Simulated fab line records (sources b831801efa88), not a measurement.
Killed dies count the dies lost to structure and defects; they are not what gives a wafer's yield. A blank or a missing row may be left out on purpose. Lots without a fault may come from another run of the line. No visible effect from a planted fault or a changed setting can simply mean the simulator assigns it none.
The tool behind it: which one? | flow sky130 | at 1 step of a route of 708, 12 lots with 36 wafers sampled

== WHAT THE GAUGES READ, wafer by wafer ==
SKY_LOCAL_INTERCONNECT_THK_MEAS_02: measures by xrf.
lot  | measured     | on            | LOCAL_INTERCONNECT_TIN_THK (nm)
L075 | day 29 09:40 | film metro-01 | 100.3 100.5 100.1
L077 | day 29 20:35 | film metro-03 | 102.1 101.6 101.2
L079 | day 31 13:59 | film metro-03 | 102.1 101.5 101.5
L081 | day 31 15:35 | film metro-01 | 101.3 101.7 101.0
L083 | day 32 06:15 | film metro-01 | 100.5 100.7 100.6
L084 | day 32 18:08 | film metro-02 | 99.9 101.0 102.0
L087 | day 33 09:28 | film metro-02 | 100.2 100.4 100.8
L090 | day 34 23:50 | film metro-02 | 100.4 99.6 101.0
L089 | day 35 06:11 | film metro-01 | 99.3 99.2 99.5
L093 | day 35 10:29 | film metro-02 | 100.6 100.5 100.5
L095 | day 36 14:29 | film metro-01 | 99.0 98.9 98.8
L096 | day 36 20:25 | film metro-01 | 99.9 99.3 99.7

== EACH LOT AND THE TOOL THAT RAN IT (in order: tool; ch and the chambers of the sampled wafers; start) ==
Before these readings, the record contains no process step.

== THE ANSWER, worked out from the rows above alone ==
Rule: what is usual is taken from the lots themselves. Put in order of their means at a reading, lots are off if they are a third of the lots or fewer, leave a main group of 4 or more, and stand apart from it by a gap of 3 or more times the standard deviation of the main group's means; of several such gaps the widest counts. If all means in a main group match to the digits the tables above print for the reading, that group is not used. Also off: a lot with no number at a reading for which 4 or more lots have one. The other lots that the step has rows for count as sound.
No lot is off on any of the readings shown, so nothing can be concluded from this.

== WHAT WAS PUT IN BY THE SIMULATOR ==
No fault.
